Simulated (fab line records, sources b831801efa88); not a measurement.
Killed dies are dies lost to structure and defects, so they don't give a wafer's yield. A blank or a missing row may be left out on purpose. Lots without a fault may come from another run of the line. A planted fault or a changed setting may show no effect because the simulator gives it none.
Chamber matching | flow sky130 | SKY_FIELD_ISO_CMP_27 on cmp-01: 4 sister chambers
The step polishes, stops on Si3N4, t overpolish 16 s, target thk 457.8 nm. 8 wafers are shown with their chamber, then 6 later ones without.

WAFERS WITH THEIR CHAMBER
wafer  | chamber | time_to_endpoint_s (s) | motor_current_A (A)
L103.6 | 0       | 108                    | 12.3
L105.1 | 3       | 114                    | 13.6
L105.3 | 2       | 110                    | 12.3
L106.2 | 1       | 113                    | 11.6
L106.3 | 0       | 113                    | 12.9
L106.4 | 2       | 114                    | 12.8
L108.1 | 1       | 104                    | 11.7
L108.2 | 3       | 110                    | 13.0

WAFERS WITHOUT THEIR CHAMBER
wafer  | time_to_endpoint_s (s) | motor_current_A (A)
L108.4 | 107                    | 12.5
L109.3 | 110                    | 12.6
L109.5 | 115                    | 12.4
L109.6 | 108                    | 12.5
L119.4 | 115                    | 12.6
L119.6 | 110                    | 11.7

WHICH CHAMBER EACH WENT THROUGH
wafer  | from the rows above               | in truth
L108.4 | can't be placed: 0 or 2 or 1 or 3 | 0
L109.3 | can't be placed: 0 or 2 or 3      | 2
L109.5 | can't be placed: 2 or 0 or 1 or 3 | 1
L109.6 | can't be placed: 0 or 2 or 1 or 3 | 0
L119.4 | can't be placed: 2 or 0 or 3      | 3
L119.6 | 1                                 | 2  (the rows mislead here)
Placed correctly: 0 of 6. Can't be placed from these rows: 5 (the true chamber is among the candidates in 5). Placed wrongly: 1.
How it was worked out, from the rows above alone: a wafer's distance from a chamber is the root of the sum, over the readings, of the square of ((its reading less the chamber's mean) divided by the reading's scatter). The wafer belongs to the nearest chamber; if the next one is less than 2 further off, it can't be placed. A chamber's mean is the mean of its shown wafers. The scatter: the root of (the sum of the squares of (reading less its chamber's mean) over the shown wafers, divided by (wafers less chambers)).
